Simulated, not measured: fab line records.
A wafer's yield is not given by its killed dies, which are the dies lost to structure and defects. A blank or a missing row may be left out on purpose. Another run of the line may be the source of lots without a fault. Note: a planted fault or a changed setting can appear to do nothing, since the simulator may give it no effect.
Which tool did it? :: flow gf180mcu :: 14 lots, 42 wafers sampled, at 6 steps of a route of 602

## WHAT EACH GAUGE READ, for each wafer
GF_HV_LDD_TW_MEAS_23.
lot: L175
measured: day 10 20:55
on: film-metro-04
HV_LDD_2_TW: 1061 1061 1062

lot: L176
measured: day 10 23:35
on: film-metro-01
HV_LDD_2_TW: 1058 1066 1064

lot: L177
measured: day 11 12:04
on: film-metro-04
HV_LDD_2_TW: 1064 1061 1065

lot: L179
measured: day 12 06:25
on: film-metro-03
HV_LDD_2_TW: 1050 1041 1045

lot: L180
measured: day 12 12:46
on: film-metro-04
HV_LDD_2_TW: 1063 1062 1060

lot: L181
measured: day 12 19:19
on: film-metro-04
HV_LDD_2_TW: 1061 1064 1061

lot: L182
measured: day 13 00:28
on: film-metro-03
HV_LDD_2_TW: 1043 1035 1041

lot: L183
measured: day 13 09:12
on: film-metro-01
HV_LDD_2_TW: 1063 1063 1064

lot: L184
measured: day 13 12:58
on: film-metro-03
HV_LDD_2_TW: 1039 1035 1041

lot: L186
measured: day 14 11:26
on: film-metro-03
HV_LDD_2_TW: 1040 1038 1038

lot: L190
measured: day 15 11:15
on: film-metro-03
HV_LDD_2_TW: 1040 1039 1039

lot: L191
measured: day 15 18:28
on: film-metro-03
HV_LDD_2_TW: 1044 1045 1041

lot: L193
measured: day 16 14:22
on: film-metro-04
HV_LDD_2_TW: 1058 1056 1054

lot: L194
measured: day 16 15:58
on: film-metro-03
HV_LDD_2_TW: 1036 1042 1039

GF_HV_LDD_OVL_MEAS_32.
lot: L175
measured: day 11 15:17
on: overlay-01
HV_LDD_02_OVL (nm): 1.8 -0.9 0.1

lot: L176
measured: day 11 18:14
on: overlay-02
HV_LDD_02_OVL (nm): 0.7 -0.2 -0.2

lot: L177
measured: day 12 06:26
on: overlay-02
HV_LDD_02_OVL (nm): -1.2 -0.7 0.3

lot: L179
measured: day 13 02:01
on: overlay-01
HV_LDD_02_OVL (nm): 1.3 1.2 1.1

lot: L180
measured: day 13 08:02
on: overlay-01
HV_LDD_02_OVL (nm): 0.8 0.5 1.9

lot: L181
measured: day 13 15:32
on: overlay-02
HV_LDD_02_OVL (nm): 0.6 -0.6 1.7

lot: L182
measured: day 13 21:04
on: overlay-01
HV_LDD_02_OVL (nm): -1.1 1.4 -0.9

lot: L183
measured: day 14 05:10
on: overlay-01
HV_LDD_02_OVL (nm): 1.7 1.3 3.0

lot: L184
measured: day 14 09:31
on: overlay-01
HV_LDD_02_OVL (nm): 2.5 -0.3 1.2

lot: L186
measured: day 15 08:26
on: overlay-02
HV_LDD_02_OVL (nm): 1.5 0.3 -0.2

lot: L190
measured: day 16 09:07
on: overlay-01
HV_LDD_02_OVL (nm): 0.0 -0.6 1.4

lot: L191
measured: day 16 16:37
on: overlay-02
HV_LDD_02_OVL (nm): 0.8 2.6 -0.9

lot: L193
measured: day 17 12:56
on: overlay-01
HV_LDD_02_OVL (nm): -1.1 0.0 -0.5

lot: L194
measured: day 17 14:20
on: overlay-01
HV_LDD_02_OVL (nm): 0.3 1.5 1.6

GF_HV_LDD_THK_MEAS_55.
lot: L175
measured: day 12 12:08
on: film-metro-03
HV_LDD_CVD_54_THK (nm): 9.93 10.13 9.96

lot: L176
measured: day 12 15:40
on: film-metro-01
HV_LDD_CVD_54_THK (nm): 9.81 9.98 9.82

lot: L177
measured: day 13 04:04
on: film-metro-01
HV_LDD_CVD_54_THK (nm): 9.78 9.96 9.77

lot: L179
measured: day 14 00:47
on: film-metro-03
HV_LDD_CVD_54_THK (nm): 9.78 9.98 9.86

lot: L180
measured: day 14 06:39
on: film-metro-03
HV_LDD_CVD_54_THK (nm): 10.10 10.11 10.13

lot: L181
measured: day 14 14:26
on: film-metro-04
HV_LDD_CVD_54_THK (nm): 10.09 10.12 10.17

lot: L182
measured: day 14 21:54
on: film-metro-03
HV_LDD_CVD_54_THK (nm): 9.82 9.71 9.72

lot: L183
measured: day 15 04:17
on: film-metro-04
HV_LDD_CVD_54_THK (nm): 9.76 9.81 9.80

lot: L184
measured: day 15 08:58
on: film-metro-01
HV_LDD_CVD_54_THK (nm): 9.90 9.79 9.97

lot: L186
measured: day 16 09:22
on: film-metro-03
HV_LDD_CVD_54_THK (nm): 9.82 9.89 9.88

lot: L190
measured: day 17 09:44
on: film-metro-01
HV_LDD_CVD_54_THK (nm): 10.05 9.98 10.11

lot: L191
measured: day 17 17:59
on: film-metro-03
HV_LDD_CVD_54_THK (nm): 10.00 9.85 9.96

lot: L193
measured: day 18 14:32
on: film-metro-03
HV_LDD_CVD_54_THK (nm): 9.78 9.88 9.95

lot: L194
measured: day 18 16:44
on: film-metro-04
HV_LDD_CVD_54_THK (nm): 10.06 9.99 10.09

GF_PSD_RS_MEAS_14: uses a four-point probe to measure.
lot: L175
measured: day 14 07:13
on: film-metro-03
NSD_RS (ohm/sq): 46.20 46.23 46.12

lot: L176
measured: day 14 10:15
on: film-metro-04
NSD_RS (ohm/sq): 46.34 46.34 46.33

lot: L177
measured: day 14 23:25
on: film-metro-02
NSD_RS (ohm/sq): 46.23 46.12 46.19

lot: L179
measured: day 15 20:46
on: film-metro-03
NSD_RS (ohm/sq): 45.98 46.10 46.07

lot: L180
measured: day 16 04:04
on: film-metro-03
NSD_RS (ohm/sq): 46.09 46.14 46.11

lot: L181
measured: day 16 11:32
on: film-metro-03
NSD_RS (ohm/sq): 46.11 46.02 46.02

lot: L182
measured: day 16 19:15
on: film-metro-02
NSD_RS (ohm/sq): 46.21 45.98 46.11

lot: L183
measured: day 17 01:50
on: film-metro-02
NSD_RS (ohm/sq): 46.04 46.08 46.11

lot: L184
measured: day 17 07:09
on: film-metro-03
NSD_RS (ohm/sq): 46.03 46.05 46.09

lot: L186
measured: day 18 09:22
on: film-metro-03
NSD_RS (ohm/sq): 45.93 46.06 46.04

lot: L190
measured: day 19 13:55
on: film-metro-03
NSD_RS (ohm/sq): 46.09 45.97 46.07

lot: L191
measured: day 19 19:58
on: film-metro-03
NSD_RS (ohm/sq): 48.98 49.08 49.06 49.11 49.09 49.00

lot: L193
measured: day 20 17:55
on: film-metro-02
NSD_RS (ohm/sq): 49.12 49.14 49.06 49.06 49.19 48.88

lot: L194
measured: day 20 20:03
on: film-metro-02
NSD_RS (ohm/sq): 46.21 46.14 46.08

GF_PSD_RS_MEAS_15: uses a four-point probe to measure.
lot: L175
measured: day 14 07:20
on: film-metro-03
PSD_RS (ohm/sq): 108.14 108.58 108.29

lot: L176
measured: day 14 10:22
on: film-metro-04
PSD_RS (ohm/sq): 109.27 109.49 109.26

lot: L177
measured: day 14 23:32
on: film-metro-02
PSD_RS (ohm/sq): 108.35 108.16 108.43

lot: L179
measured: day 15 20:53
on: film-metro-03
PSD_RS (ohm/sq): 108.13 108.13 108.21

lot: L180
measured: day 16 04:11
on: film-metro-03
PSD_RS (ohm/sq): 108.61 108.40 108.55

lot: L181
measured: day 16 11:39
on: film-metro-03
PSD_RS (ohm/sq): 108.64 108.38 108.22

lot: L182
measured: day 16 19:22
on: film-metro-02
PSD_RS (ohm/sq): 108.39 108.31 108.35

lot: L183
measured: day 17 01:57
on: film-metro-02
PSD_RS (ohm/sq): 108.32 108.60 108.46

lot: L184
measured: day 17 07:16
on: film-metro-03
PSD_RS (ohm/sq): 108.09 108.19 107.99

lot: L186
measured: day 18 09:29
on: film-metro-03
PSD_RS (ohm/sq): 108.17 108.19 108.03

lot: L190
measured: day 19 14:02
on: film-metro-03
PSD_RS (ohm/sq): 108.55 108.36 108.07

lot: L191
measured: day 19 23:05
on: film-metro-03
PSD_RS (ohm/sq): 123.47 124.02 123.82 123.64 124.06 123.83

lot: L193
measured: day 20 21:47
on: film-metro-02
PSD_RS (ohm/sq): 124.22 124.29 123.82 123.97 123.98 124.16

lot: L194
measured: day 20 20:10
on: film-metro-02
PSD_RS (ohm/sq): 108.69 108.51 108.24

## TOOL THAT RAN EACH LOT (tool first, then ch and the chambers of the sampled wafers, then the start)
lot: L175
GF_PSD_RTA_13: rtp-anneal-01 ch 0, day 14 07:03

lot: L176
GF_PSD_RTA_13: rtp-anneal-01 ch 0, day 14 10:07

lot: L177
GF_PSD_RTA_13: rtp-anneal-02 ch 0, day 14 23:19

lot: L179
GF_PSD_RTA_13: rtp-anneal-02 ch 0, day 15 20:40

lot: L180
GF_PSD_RTA_13: rtp-anneal-02 ch 0, day 16 03:59

lot: L181
GF_PSD_RTA_13: rtp-anneal-02 ch 0, day 16 11:26

lot: L182
GF_PSD_RTA_13: rtp-anneal-01 ch 0, day 16 19:10

lot: L183
GF_PSD_RTA_13: rtp-anneal-01 ch 0, day 17 01:45

lot: L184
GF_PSD_RTA_13: rtp-anneal-02 ch 0, day 17 07:04

lot: L186
GF_PSD_RTA_13: rtp-anneal-01 ch 0, day 18 09:16

lot: L190
GF_PSD_RTA_13: rtp-anneal-01 ch 0, day 19 13:50

lot: L191
GF_PSD_RTA_13: rtp-anneal-02 ch 0, day 19 19:53

lot: L193
GF_PSD_RTA_13: rtp-anneal-02 ch 0, day 20 17:50

lot: L194
GF_PSD_RTA_13: rtp-anneal-01 ch 0, day 20 19:58
- GF_PSD_RTA_13: time 20 s.

## WHAT THE TOOLS THEMSELVES READ (means of the sampled wafers that have a number; where no wafer has one, the mark that the record gives instead)
GF_PSD_RTA_13.
lot: L175
tool: rtp-anneal-01
lamp-power-pct (%): 31.9
wafer_temp_C_max: 1031.1

lot: L176
tool: rtp-anneal-01
lamp-power-pct (%): 31.9
wafer_temp_C_max: 1030.3

lot: L177
tool: rtp-anneal-02
lamp-power-pct (%): 37.4
wafer_temp_C_max: 1034.0

lot: L179
tool: rtp-anneal-02
lamp-power-pct (%): 37.4
wafer_temp_C_max: 1032.7

lot: L180
tool: rtp-anneal-02
lamp-power-pct (%): 37.4
wafer_temp_C_max: 1032.9

lot: L181
tool: rtp-anneal-02
lamp-power-pct (%): 37.4
wafer_temp_C_max: 1033.0

lot: L182
tool: rtp-anneal-01
lamp-power-pct (%): 32.0
wafer_temp_C_max: 1031.1

lot: L183
tool: rtp-anneal-01
lamp-power-pct (%): 31.9
wafer_temp_C_max: 1030.0

lot: L184
tool: rtp-anneal-02
lamp-power-pct (%): 37.4
wafer_temp_C_max: 1034.4

lot: L186
tool: rtp-anneal-01
lamp-power-pct (%): 31.9
wafer_temp_C_max: 1030.1

lot: L190
tool: rtp-anneal-01
lamp-power-pct (%): 31.9
wafer_temp_C_max: 1030.4

lot: L191
tool: rtp-anneal-02
lamp-power-pct (%): 35.2
wafer_temp_C_max: 1009.6

lot: L193
tool: rtp-anneal-02
lamp-power-pct (%): 35.1
wafer_temp_C_max: 1009.9

lot: L194
tool: rtp-anneal-01
lamp-power-pct (%): 31.9
wafer_temp_C_max: 1029.5

## THE ANSWER, worked out from the rows above alone
Rule: usual is defined by the lots themselves. The widest of any qualifying gaps counts: lots, ordered by their means at a reading, are off when they make up no more than a third of the lots, leave a main group of 4 or more, and stand apart from it by 3 or more times the standard deviation of that group's means. The tables above print the reading to a certain number of digits; a main group whose means all agree to those digits is not used. A lot without any number at a reading at which 4 lots or more have one is off too. All remaining lots with rows at the step are treated as sound. After the gauges, taken in route order, come the tools' own readings; for these a lot's mean is taken, as printed above. At the first step where some lot is off, the reading lying furthest off is the one used; lots without a number count as furthest.
Off: L191, L193, seen at GF_PSD_RS_MEAS_14 (NSD_RS). The main group: mean 46.11 ohm/sq, standard deviation 0.086.
A tool fits if, at a process step before that reading, it ran every lot that is off, and no sound lot after the first of them. Not tried: the gauges at GF_PSD_RS_MEAS_14; whatever is off there is also off at GF_PSD_RTA_13, on other tools, and gauge error can't account for it. One fits: rtp-anneal-02 at GF_PSD_RTA_13. A fault onset in the window from L184 (day 17 07:04, its last sound lot) to L191 (day 19 19:53, its first lot off) fits.
On the lots that are off, the tool's own readings at GF_PSD_RTA_13 differ by more than 5 times the standard deviation of the sound lots' means, which bears it out; wafer_temp_C_max reads 1009.8 there versus 1031.6 on the sound lots.

## WHAT WAS PUT IN BY THE SIMULATOR
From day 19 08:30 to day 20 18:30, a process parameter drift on rtp-anneal-02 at GF_PSD_RTA_13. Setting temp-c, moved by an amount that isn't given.
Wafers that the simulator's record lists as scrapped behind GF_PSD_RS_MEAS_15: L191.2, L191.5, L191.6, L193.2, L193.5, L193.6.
Shown lots that were struck: L191, L193. The rule given above showed the same thing.
